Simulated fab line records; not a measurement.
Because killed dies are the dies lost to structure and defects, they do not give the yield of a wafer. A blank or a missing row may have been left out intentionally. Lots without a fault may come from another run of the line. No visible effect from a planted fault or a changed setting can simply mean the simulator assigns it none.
fab line records | flow sfq_line
record: lots: 7 | wafers: 21 | last_day: 79
route steps=325 shown I1@77 M2@88
lots that met no fault: taken from a fault-free run of the same line
start_h: hours from the record's opening day to when the first of the lot's shown wafers began | wait_h: hours from the lot's prior step to this one | " as in the row above | L1.1+2: one row covering several wafers at once | - no value, or no start was given | * or withheld: withheld | < > ~ a bound
route shown NAME@n: NAME is a module with steps in the file, n the number in the route of the first one | usual: the fault-free wafers' mean and standard deviation | same: alike in all rows | chamber/n: place in a boat | sites: readings site by site | _std_site: the standard deviation of these | _edge_site: mean of outer sites minus mean of inner sites | radius_mm: how far each site lies from the wafer's centre | mask NAME#n: copy n | behind: the most recent tool/chamber to have shaped the wafer | hold: why the lot was held/for how many hours/how that ended | device: whichever transistor did not switch (one of n, p or np) | end of line: the tests these same wafers got at the end of their route | step lacking rows: just its recipe | killed: dies that structure and defects cost at the first sort, which is not the same as the wafer's yield | map: the dies of a wafer, with x for killed, . for not killed, _ for no die there
set.NAME: setting as actually run; set.NAME@STEP: the setting as run at that earlier step | model.NAME: the simulator's own value behind a step, which no gauge read
certain route steps with their lots: each step a table, each wafer a row
services: a tool's chamber out of use, with start hour (start_h, from the record's first day; less than 0 if before it), hours out, and reason
== steps ==
step: SFQ_TRILAYER_I1_VIA_LITHO_COAT_054
recipe: resist: BARC | spin_rpm: 3000 | resist_thk_nm: 62
step: SFQ_TRILAYER_I1_VIA_LITHO_COAT_049
recipe: resist: KrF | spin_rpm: 3000 | resist_thk_nm: 650
step: SFQ_TRILAYER_I1_VIA_LITHO_SOFTBAKE_053
recipe: temp_c: withheld | time_s: withheld | resist: KrF
step: SFQ_TRILAYER_I1_VIA_LITHO_EXPOSE_050
recipe: mask_id: I1 | na: 0.6 | source_shape: conventional | sigma_outer: 0.65 | target_cd_nm: 500 | dose_mj: 21.3
step: SFQ_TRILAYER_I1_VIA_LITHO_PEB_052
recipe: peb_temp_c: 115 | peb_time_s: 60 | resist: KrF
step: SFQ_TRILAYER_I1_VIA_LITHO_DEVELOP_051
recipe: time_s: 60 | resist: KrF
step: SFQ_I1_OVL_MEAS_913
usual: I1_OVL: -2/5.5
lot.wafer | tool       | chamber | start_h | wait_h | I1_OVL[nm]
L912.1    | overlay-01 | -       | 379.24  | 0.1    | -3
L912.2    | "          | -       | "       | "      | 3
L912.3    | "          | -       | "       | "      | -6
L915.2    | overlay-01 | -       | 400.84  | 0.1    | 2
L915.4    | "          | -       | "       | "      | 6
L915.6    | "          | -       | "       | "      | 2
L919.3    | overlay-01 | -       | 428.35  | 0.1    | 11
L919.5    | "          | -       | "       | "      | 7
L919.6    | "          | -       | "       | "      | 3
L921.2    | overlay-01 | -       | 441.54  | 0.1    | -4
L921.3    | "          | -       | "       | "      | 0
L921.6    | "          | -       | "       | "      | -1
L924.3    | overlay-02 | -       | 468.70  | 0.1    | -5
L924.4    | "          | -       | "       | "      | -3
L924.6    | "          | -       | "       | "      | 3
L925.1    | overlay-01 | -       | 480.69  | 0.1    | -8
L925.2    | "          | -       | "       | "      | -6
L925.4    | "          | -       | "       | "      | -5
L926.2    | overlay-02 | -       | 486.69  | 0.1    | -7
L926.3    | "          | -       | "       | "      | -9
L926.5    | "          | -       | "       | "      | -13
step: SFQ_TRILAYER_I1_VIA_BARC_OPEN_VIA_ETCH_071
recipe: mask_material: PR | chemistry: O2 | target_depth_nm: 125 | target: BARC | source_w: 500 | bias_w: 80 | pressure_mtorr: 30 | time_s: 41.7
usual: bias_w: 79.97/0.24 | drypump_motor_current_A: 5.6/0.41 | oes_product_au: 0.685/0.0047
same: time_s: 41.7
lot.wafer | tool        | chamber | start_h | wait_h | bias_w | drypump_motor_current_A | oes_product_au | rf_hours_counter_h
L912.1    | rie_diel-03 | 3       | 379.27  | 0.0    | 79.84  | 5.8                     | 0.682          | 6
L912.2    | "           | 0       | "       | "      | 79.66  | 4.8                     | 0.686          | 1
L912.3    | "           | 2       | "       | "      | 79.84  | 5.7                     | 0.689          | 10
L915.2    | rie_diel-03 | 0       | 400.87  | 0.0    | 79.91  | 4.8                     | 0.683          | 1
L915.4    | "           | 2       | "       | "      | 79.91  | 5.7                     | 0.688          | 11
L915.6    | "           | 1       | "       | "      | 80.39  | 5.4                     | 0.678          | -
L919.3    | rie_diel-02 | 1       | 428.37  | 0.0    | 80.34  | 5.4                     | 0.693          | 4
L919.5    | "           | 2       | "       | "      | 80.18  | 5.9                     | 0.676          | -
L919.6    | "           | 1       | "       | "      | 80.05  | 5.4                     | 0.684          | -
L921.2    | rie_diel-04 | 1       | 441.57  | 0.0    | 79.77  | 6.5                     | 0.683          | 42
L921.3    | "           | 3       | "       | "      | 79.65  | 5.3                     | 0.690          | 32
L921.6    | "           | 3       | "       | "      | 80.06  | 5.3                     | 0.675          | -
L924.3    | rie_diel-02 | 0       | 468.72  | 0.0    | 79.88  | 6.1                     | 0.688          | 11
L924.4    | "           | 3       | "       | "      | 79.71  | 5.8                     | 0.682          | 15
L924.6    | "           | 2       | "       | "      | 80.20  | 5.8                     | 0.687          | -
L925.1    | rie_diel-02 | 0       | 480.72  | 0.0    | 79.79  | 6.1                     | 0.683          | 11
L925.2    | "           | 2       | "       | "      | 79.97  | 5.8                     | 0.687          | 85
L925.4    | "           | 1       | "       | "      | 80.06  | 5.5                     | 0.675          | 5
L926.2    | rie_diel-02 | 2       | 486.72  | 0.0    | 80.08  | 5.8                     | 0.682          | 85
L926.3    | "           | 1       | "       | "      | 80.00  | 5.4                     | 0.693          | 5
L926.5    | "           | 3       | "       | "      | 79.75  | 5.8                     | 0.684          | -
step: SFQ_TRILAYER_I1_VIA_ETCH_VIA_ETCH_052
recipe: target: SiO2 | stop_on: Nb | mask_material: PR | taper_deg: 20 | chemistry: CHF3 | target_depth_nm: 260 | source_w: 500 | bias_w: 80 | pressure_mtorr: 30 | time_s: withheld
usual: bias_w: 79.96/0.24 | drypump_motor_current_A: 5.6/0.41 | oes_product_au: 0.855/0.0053
lot.wafer | tool        | chamber | start_h | wait_h | bias_w | drypump_motor_current_A | oes_product_au
L912.1    | rie_diel-03 | 3       | 379.31  | 0.0    | 79.90  | 5.9                     | 0.862
L912.2    | "           | 0       | "       | "      | 79.61  | 4.7                     | 0.861
L912.3    | "           | 2       | "       | "      | 79.41  | 5.8                     | 0.855
L915.2    | rie_diel-03 | 0       | 400.91  | 0.0    | 79.86  | 4.8                     | 0.856
L915.4    | "           | 2       | "       | "      | 80.17  | 5.7                     | 0.856
L915.6    | "           | 1       | "       | "      | 79.60  | 5.4                     | 0.858
L919.3    | rie_diel-02 | 1       | 428.41  | 0.0    | 80.08  | 5.4                     | 0.852
L919.5    | "           | 2       | "       | "      | 80.18  | 5.8                     | 0.845
L919.6    | "           | 1       | "       | "      | 80.11  | 5.4                     | 0.864
L921.2    | rie_diel-04 | 1       | 441.61  | 0.0    | 79.86  | 6.6                     | 0.847
L921.3    | "           | 3       | "       | "      | 80.07  | 5.3                     | 0.858
L921.6    | "           | 3       | "       | "      | 80.20  | 5.3                     | 0.848
L924.3    | rie_diel-02 | 0       | 468.76  | 0.0    | 79.94  | 6.1                     | 0.854
L924.4    | "           | 3       | "       | "      | 79.76  | 5.8                     | 0.857
L924.6    | "           | 2       | "       | "      | 80.27  | 5.8                     | 0.864
L925.1    | rie_diel-02 | 0       | 480.76  | 0.0    | 80.25  | 6.1                     | 0.849
L925.2    | "           | 2       | "       | "      | 79.92  | 5.8                     | 0.858
L925.4    | "           | 1       | "       | "      | 80.12  | 5.4                     | 0.852
L926.2    | rie_diel-02 | 2       | 486.76  | 0.0    | 79.97  | 5.8                     | 0.860
L926.3    | "           | 1       | "       | "      | 79.94  | 5.4                     | 0.858
L926.5    | "           | 3       | "       | "      | 80.05  | 5.8                     | 0.855
step: SFQ_TRILAYER_I1_VIA_STRIP_STRIP_053
recipe: gas: O2 | power_w: 200 | platen_temp_c: 40 | overash_fraction: 0.65 | chemistry: O2 | pressure_mtorr: 50
usual: drypump_motor_current_A: 5.7/0.31 | oes_product_au: 1.002/0.013
lot.wafer | tool         | chamber | start_h | wait_h | drypump_motor_current_A | oes_product_au | rf_hours_counter_h
L912.1    | rie_metal-01 | 1       | 379.42  | -      | 5.1                     | 1.022          | 14
L912.2    | "            | 1       | "       | "      | 5.1                     | 1.033          | -
L912.3    | "            | 1       | "       | "      | 5.2                     | 1.027          | -
L915.2    | rie_metal-02 | 0       | 401.22  | -      | 5.8                     | 0.998          | -
L915.4    | "            | 0       | "       | "      | 5.8                     | 0.994          | -
L915.6    | "            | 0       | "       | "      | 5.8                     | 0.995          | -
L919.3    | rie_metal-01 | 0       | 428.72  | -      | 5.1                     | 0.996          | -
L919.5    | "            | 1       | "       | "      | 5.1                     | 1.028          | -
L919.6    | "            | 0       | "       | "      | 5.1                     | 0.994          | -
L921.2    | rie_metal-02 | 1       | 441.72  | -      | 5.9                     | 1.007          | 52
L921.3    | "            | 1       | "       | "      | 6.0                     | 0.997          | -
L921.6    | "            | 0       | "       | "      | 5.8                     | 1.000          | -
L924.3    | rie_metal-02 | 1       | 469.07  | -      | 5.9                     | 0.999          | -
L924.4    | "            | 0       | "       | "      | 5.8                     | 0.991          | -
L924.6    | "            | 1       | "       | "      | 6.0                     | 1.002          | -
L925.1    | rie_metal-02 | 1       | 480.87  | -      | 5.9                     | 0.994          | 60
L925.2    | "            | 0       | "       | "      | 5.8                     | 1.010          | 93
L925.4    | "            | 0       | "       | "      | 5.8                     | 1.001          | -
L926.2    | rie_metal-02 | 0       | 486.87  | -      | 5.8                     | 0.999          | 95
L926.3    | "            | 0       | "       | "      | 5.8                     | 1.004          | -
L926.5    | "            | 1       | "       | "      | 5.9                     | 0.982          | -
step: SFQ_TRILAYER_I1_VIA_STRIP_SOLV_CLEAN_054
recipe: chemistry: NMP | temp_c: 70 | time_s: 600
step: SFQ_TRILAYER_M2_DEP_PRE_CLEAN_056
recipe: gas: Ar | time_s: 22.5 | bias_v: 250
step: SFQ_TRILAYER_M2_DEP_SPUTTER_055
recipe: material: Nb | base_pressure_pa: 1.33e-06 | chamber_pressure_pa: 0.1333 | substrate_temp_c: 20 | resputter_cathode_voltage_v: 400 | target_thk_nm: 200 | power_w: 2000 | time_s: 133.3
usual: substrate_temp_c: 20.01/0.1 | throttle_valve_pct: 29.7/1.2
same: time_s: 133.3
lot.wafer | tool           | chamber | start_h | wait_h | substrate_temp_c | throttle_valve_pct
L912.1    | pvd_sputter-03 | -       | 380.83  | 0.0    | 19.99            | 30.0
L912.2    | "              | -       | "       | "      | 19.71            | 30.6
L912.3    | "              | -       | "       | "      | 20.04            | 28.7
L915.2    | pvd_sputter-06 | -       | 402.44  | 0.0    | 20.06            | 29.1
L915.4    | "              | -       | "       | "      | 20.14            | 28.1
L915.6    | "              | -       | "       | "      | 20.10            | 29.3
L919.3    | pvd_sputter-06 | -       | 429.33  | 0.0    | 20.01            | 30.9
L919.5    | "              | -       | "       | "      | 19.92            | 28.3
L919.6    | "              | -       | "       | "      | 20.18            | 28.5
L921.2    | pvd_sputter-05 | -       | 442.53  | 0.0    | 20.04            | 30.3
L921.3    | "              | -       | "       | "      | 20.03            | 30.6
L921.6    | "              | -       | "       | "      | 20.06            | 31.3
L924.3    | pvd_sputter-06 | -       | 469.69  | 0.0    | 20.05            | 28.5
L924.4    | "              | -       | "       | "      | 20.03            | 28.6
L924.6    | "              | -       | "       | "      | 20.01            | 28.4
L925.1    | pvd_sputter-06 | -       | 481.68  | 0.0    | 20.05            | 27.9
L925.2    | "              | -       | "       | "      | 19.93            | 29.1
L925.4    | "              | -       | "       | "      | 20.27            | 28.5
L926.2    | pvd_sputter-06 | -       | 487.68  | 0.0    | 20.12            | 28.6
L926.3    | "              | -       | "       | "      | 19.94            | 28.3
L926.5    | "              | -       | "       | "      | 19.82            | 31.0
step: SFQ_M2_RS_MEAS_914
recipe: thk_meas_gauge: four-point-probe | reads: Nb_of_TRILAYER_M2_DEP_SPUTTER_055
usual: M2_NB_RS: 0.893/0.011
lot.wafer | tool          | chamber | start_h | wait_h | M2_NB_RS[ohm/sq]
L912.1    | film_metro-03 | -       | 380.92  | 0.0    | 0.891
L912.2    | "             | -       | "       | "      | 0.894
L912.3    | "             | -       | "       | "      | 0.907
L915.2    | film_metro-01 | -       | 402.55  | 0.1    | 0.893
L915.4    | "             | -       | "       | "      | 0.893
L915.6    | "             | -       | "       | "      | 0.897
L919.3    | film_metro-01 | -       | 429.46  | 0.1    | 0.890
L919.5    | "             | -       | "       | "      | 0.891
L919.6    | "             | -       | "       | "      | 0.887
L921.2    | film_metro-04 | -       | 442.64  | 0.1    | 0.891
L921.3    | "             | -       | "       | "      | 0.895
L921.6    | "             | -       | "       | "      | 0.888
L924.3    | film_metro-01 | -       | 469.82  | 0.1    | 1.065
L924.4    | "             | -       | "       | "      | 1.067
L924.6    | "             | -       | "       | "      | 1.080
L925.1    | film_metro-04 | -       | 481.77  | 0.0    | 1.064
L925.2    | "             | -       | "       | "      | 1.065
L925.4    | "             | -       | "       | "      | 1.042
L926.2    | film_metro-01 | -       | 487.79  | 0.1    | 1.070
L926.3    | "             | -       | "       | "      | 1.078
L926.5    | "             | -       | "       | "      | 1.064
step: SFQ_TRILAYER_M2_LITHO_COAT_062
recipe: resist: BARC | spin_rpm: 3000 | resist_thk_nm: 62
step: SFQ_TRILAYER_M2_LITHO_COAT_057
recipe: resist: KrF | spin_rpm: 3000 | resist_thk_nm: 600
step: SFQ_TRILAYER_M2_LITHO_SOFTBAKE_061
recipe: temp_c: withheld | time_s: withheld | resist: KrF
step: SFQ_TRILAYER_M2_LITHO_EXPOSE_058
recipe: mask_id: M2 | na: 0.6 | source_shape: conventional | sigma_outer: 0.65 | target_cd_nm: 500 | dose_mj: 14.4
step: SFQ_TRILAYER_M2_LITHO_PEB_060
recipe: peb_temp_c: 115 | peb_time_s: 60 | resist: KrF
step: SFQ_TRILAYER_M2_LITHO_DEVELOP_059
recipe: time_s: 60 | resist: KrF
step: SFQ_M2_OVL_MEAS_916
usual: M2_OVL: -3/5
lot.wafer | tool       | chamber | start_h | wait_h | M2_OVL[nm]
L912.1    | overlay-01 | -       | 443.94  | 0.1    | -5
L912.2    | "          | -       | "       | "      | -4
L912.3    | "          | -       | "       | "      | 0
L915.2    | overlay-01 | -       | 471.09  | 0.1    | -12
L915.4    | "          | -       | "       | "      | -9
L915.6    | "          | -       | "       | "      | -5
L919.3    | overlay-01 | -       | 493.90  | 0.1    | 0
L919.5    | "          | -       | "       | "      | 7
L919.6    | "          | -       | "       | "      | 4
L921.2    | overlay-01 | -       | 506.62  | 0.1    | -1
L921.3    | "          | -       | "       | "      | 0
L921.6    | "          | -       | "       | "      | 1
L924.3    | overlay-02 | -       | 533.02  | 0.1    | -5
L924.4    | "          | -       | "       | "      | -2
L924.6    | "          | -       | "       | "      | -5
L925.1    | overlay-02 | -       | 546.21  | 0.1    | -9
L925.2    | "          | -       | "       | "      | -4
L925.4    | "          | -       | "       | "      | -5
L926.2    | overlay-01 | -       | 552.22  | 0.1    | -3
L926.3    | "          | -       | "       | "      | -8
L926.5    | "          | -       | "       | "      | -2
step: SFQ_TRILAYER_M2_BARC_OPEN_METAL_ETCH_077
recipe: mask_material: PR | chemistry: O2 | target_depth_nm: 125 | target: BARC | icp_w: 600 | bias_w: 80 | pressure_mtorr: 10 | time_s: 41.7
usual: bias_w: 79.95/0.24 | drypump_motor_current_A: 5.4/0.39 | oes_product_au: 0.684/0.0048
same: time_s: 41.7
lot.wafer | tool         | chamber | start_h | wait_h | bias_w | drypump_motor_current_A | oes_product_au | rf_hours_counter_h
L912.1    | rie_metal-04 | 0       | 443.97  | 0.0    | 79.94  | 5.1                     | 0.695          | 1
L912.2    | "            | 1       | "       | "      | 79.62  | 4.8                     | 0.688          | 29
L912.3    | "            | 1       | "       | "      | 79.68  | 4.9                     | 0.685          | -
L915.2    | rie_metal-03 | 0       | 471.12  | 0.0    | 79.70  | 5.3                     | 0.681          | 166
L915.4    | "            | 1       | "       | "      | 79.93  | 5.4                     | 0.685          | -
L915.6    | "            | 1       | "       | "      | 79.91  | 5.4                     | 0.685          | -
L919.3    | rie_metal-02 | 1       | 493.94  | 0.0    | 79.76  | 5.9                     | 0.683          | -
L919.5    | "            | 1       | "       | "      | 79.72  | 5.9                     | 0.674          | -
L919.6    | "            | 0       | "       | "      | 79.76  | 5.8                     | 0.689          | -
L921.2    | rie_metal-04 | 0       | 506.65  | 0.0    | 79.80  | 5.1                     | 0.688          | 10
L921.3    | "            | 0       | "       | "      | 79.92  | 5.1                     | 0.685          | -
L921.6    | "            | 0       | "       | "      | 79.69  | 5.1                     | 0.686          | -
L924.3    | rie_metal-04 | 1       | 533.07  | 0.0    | 79.70  | 4.8                     | 0.687          | -
L924.4    | "            | 0       | "       | "      | 80.05  | 5.1                     | 0.686          | -
L924.6    | "            | 0       | "       | "      | 80.41  | 5.1                     | 0.679          | -
L925.1    | rie_metal-03 | 0       | 546.25  | 0.0    | 79.66  | 5.3                     | 0.679          | 5
L925.2    | "            | 0       | "       | "      | 80.03  | 5.3                     | 0.682          | -
L925.4    | "            | 0       | "       | "      | 79.96  | 5.3                     | 0.690          | -
L926.2    | rie_metal-04 | 1       | 552.25  | 0.0    | 79.98  | 4.9                     | 0.681          | 47
L926.3    | "            | 1       | "       | "      | 80.29  | 4.8                     | 0.680          | -
L926.5    | "            | 1       | "       | "      | 80.32  | 4.9                     | 0.686          | -
step: SFQ_TRILAYER_M2_ETCH_METAL_ETCH_060
recipe: target: Nb | stop_on: SiO2 | mask_material: PR | chemistry: Cl2/Ar | target_depth_nm: 240 | icp_w: 600 | bias_w: 80 | pressure_mtorr: 10 | time_s: 120
usual: bias_w: 80.01/0.26 | drypump_motor_current_A: 5.4/0.4 | oes_product_au: 0.892/0.0078
same: time_s: 120
lot.wafer | tool         | chamber | start_h | wait_h | bias_w | drypump_motor_current_A | oes_product_au | rf_hours_counter_h
L912.1    | rie_metal-04 | 0       | 444.03  | 0.0    | 80.25  | 5.1                     | 0.901          | 1
L912.2    | "            | 1       | "       | "      | 79.86  | 4.8                     | 0.891          | 29
L912.3    | "            | 1       | "       | "      | 79.85  | 4.8                     | 0.880          | -
L915.2    | rie_metal-03 | 0       | 471.18  | 0.0    | 80.15  | 5.3                     | 0.889          | 166
L915.4    | "            | 1       | "       | "      | 79.97  | 5.4                     | 0.891          | -
L915.6    | "            | 1       | "       | "      | 79.90  | 5.4                     | 0.883          | -
L919.3    | rie_metal-02 | 1       | 494.02  | 0.1    | 80.39  | 6.0                     | 0.892          | -
L919.5    | "            | 1       | "       | "      | 80.45  | 5.9                     | 0.892          | -
L919.6    | "            | 0       | "       | "      | 79.98  | 5.8                     | 0.898          | -
L921.2    | rie_metal-04 | 0       | 506.71  | 0.0    | 79.29  | 5.1                     | 0.889          | 10
L921.3    | "            | 0       | "       | "      | 79.42  | 5.1                     | 0.895          | -
L921.6    | "            | 0       | "       | "      | 79.77  | 5.1                     | 0.897          | -
L924.3    | rie_metal-04 | 1       | 533.15  | 0.1    | 79.95  | 4.9                     | 0.833          | -
L924.4    | "            | 0       | "       | "      | 79.89  | 5.1                     | 0.821          | -
L924.6    | "            | 0       | "       | "      | 79.94  | 5.1                     | 0.811          | -
L925.1    | rie_metal-03 | 0       | 546.37  | 0.1    | 80.13  | 5.3                     | 0.821          | 5
L925.2    | "            | 0       | "       | "      | 80.41  | 5.3                     | 0.826          | -
L925.4    | "            | 0       | "       | "      | 80.48  | 5.3                     | 0.829          | -
L926.2    | rie_metal-04 | 1       | 552.31  | 0.0    | 79.50  | 4.8                     | 0.820          | 47
L926.3    | "            | 1       | "       | "      | 79.84  | 4.8                     | 0.820          | -
L926.5    | "            | 1       | "       | "      | 79.77  | 4.9                     | 0.812          | -
step: SFQ_TRILAYER_M2_STRIP_STRIP_061
recipe: gas: O2 | power_w: 200 | platen_temp_c: 40 | overash_fraction: 0.65 | chemistry: O2 | pressure_mtorr: 50
usual: drypump_motor_current_A: 5.4/0.4 | oes_product_au: 1.002/0.0085
lot.wafer | tool         | chamber | start_h | wait_h | drypump_motor_current_A | oes_product_au | rf_hours_counter_h
L912.1    | rie_metal-04 | 0       | 444.16  | 0.1    | 5.1                     | 1.015          | 1
L912.2    | "            | 1       | "       | "      | 4.8                     | 0.999          | 29
L912.3    | "            | 1       | "       | "      | 4.8                     | 1.001          | -
L915.2    | rie_metal-03 | 0       | 471.31  | 0.1    | 5.3                     | 0.999          | 166
L915.4    | "            | 1       | "       | "      | 5.4                     | 1.009          | -
L915.6    | "            | 1       | "       | "      | 5.4                     | 1.006          | -
L919.3    | rie_metal-02 | 1       | 494.31  | 0.2    | 5.9                     | 1.000          | -
L919.5    | "            | 1       | "       | "      | 6.0                     | 1.000          | -
L919.6    | "            | 0       | "       | "      | 5.8                     | 1.008          | -
L921.2    | rie_metal-04 | 0       | 506.83  | 0.1    | 5.1                     | 1.001          | 10
L921.3    | "            | 0       | "       | "      | 5.1                     | 1.002          | -
L921.6    | "            | 0       | "       | "      | 5.1                     | 0.993          | -
L924.3    | rie_metal-04 | 1       | 533.43  | 0.2    | 4.9                     | 1.003          | -
L924.4    | "            | 0       | "       | "      | 5.1                     | 1.000          | -
L924.6    | "            | 0       | "       | "      | 5.1                     | 0.991          | -
L925.1    | rie_metal-03 | 0       | 546.62  | 0.2    | 5.3                     | 0.993          | 6
L925.2    | "            | 0       | "       | "      | 5.3                     | 0.999          | -
L925.4    | "            | 0       | "       | "      | 5.3                     | 1.002          | -
L926.2    | rie_metal-04 | 1       | 552.43  | 0.1    | 4.8                     | 1.007          | 47
L926.3    | "            | 1       | "       | "      | 4.9                     | 1.006          | -
L926.5    | "            | 1       | "       | "      | 4.8                     | 1.015          | -
== services ==
tool           | chamber | start_h | hours | kind
rie_metal-03   | -       | 355.40  | 0.2   | repair
rie_diel-03    | 3       | 356.66  | 2.7   | repair
rie_diel-04    | 1       | 360.34  | 26.8  | repair
rie_metal-01   | 0       | 366.49  | 22.1  | repair
rie_metal-01   | -       | 383.38  | 14.6  | pm
pvd_sputter-03 | -       | 389.47  | 0.5   | repair
rie_diel-04    | 1       | 394.75  | 9.5   | repair
rie_metal-02   | 1       | 396.81  | 7.1   | repair
rie_metal-04   | 0       | 409.70  | 9.2   | repair
rie_metal-04   | 0       | 419.14  | -     | clean
rie_metal-04   | 0       | 419.14  | 13.9  | scheduled_down
rie_metal-04   | 0       | 419.14  | 13.9  | vent_cycle
pvd_sputter-06 | -       | 435.95  | 8.1   | repair
rie_diel-04    | 0       | 437.32  | 11.5  | repair
rie_diel-02    | 3       | 439.44  | 6.7   | repair
pvd_sputter-05 | -       | 454.29  | 7.2   | repair
rie_metal-04   | -       | 477.13  | 2.8   | pm
rie_metal-01   | -       | 480.21  | 28.1  | pm
rie_metal-04   | -       | 485.14  | 14.6  | pm
rie_metal-03   | -       | 502.13  | 0.9   | repair
rie_metal-03   | -       | 530.76  | 5.5   | repair
rie_diel-03    | 0       | 533.03  | 7.9   | repair
rie_diel-02    | -       | 539.12  | 1.2   | repair
rie_diel-04    | 0       | 544.16  | 1.6   | repair
== key ==
first_sign: step: SFQ_M2_RS_MEAS_914 | reading: M2_NB_RS | direction: up | sigmas: 16 | usual: 0.893 | struck: 1.066
effect: step: SFQ_TRILAYER_M2_ETCH_METAL_ETCH_060 | reading: oes_product_au | direction: down | sigmas: 9 | usual: 0.892 | struck: 0.822
met_at SFQ_TRILAYER_M2_DEP_SPUTTER_055
struck_wafers L924.3,L924.4,L924.6,L925.1,L925.2,L925.4,L926.2,L926.3,L926.5
onset_between 429.33 469.69
also_fits time
fault: kind: site_profile_drift | tool: pvd_sputter-06 | chamber: - | onset_h: 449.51 | steps: SFQ_TRILAYER_M2_DEP_SPUTTER_055 | basis: fraction | max_abs_drift: 0.28713 | slope_share_per_hr: 63.807 | site_pattern: 0,0,0,0,0,-1,-1,-1,-1
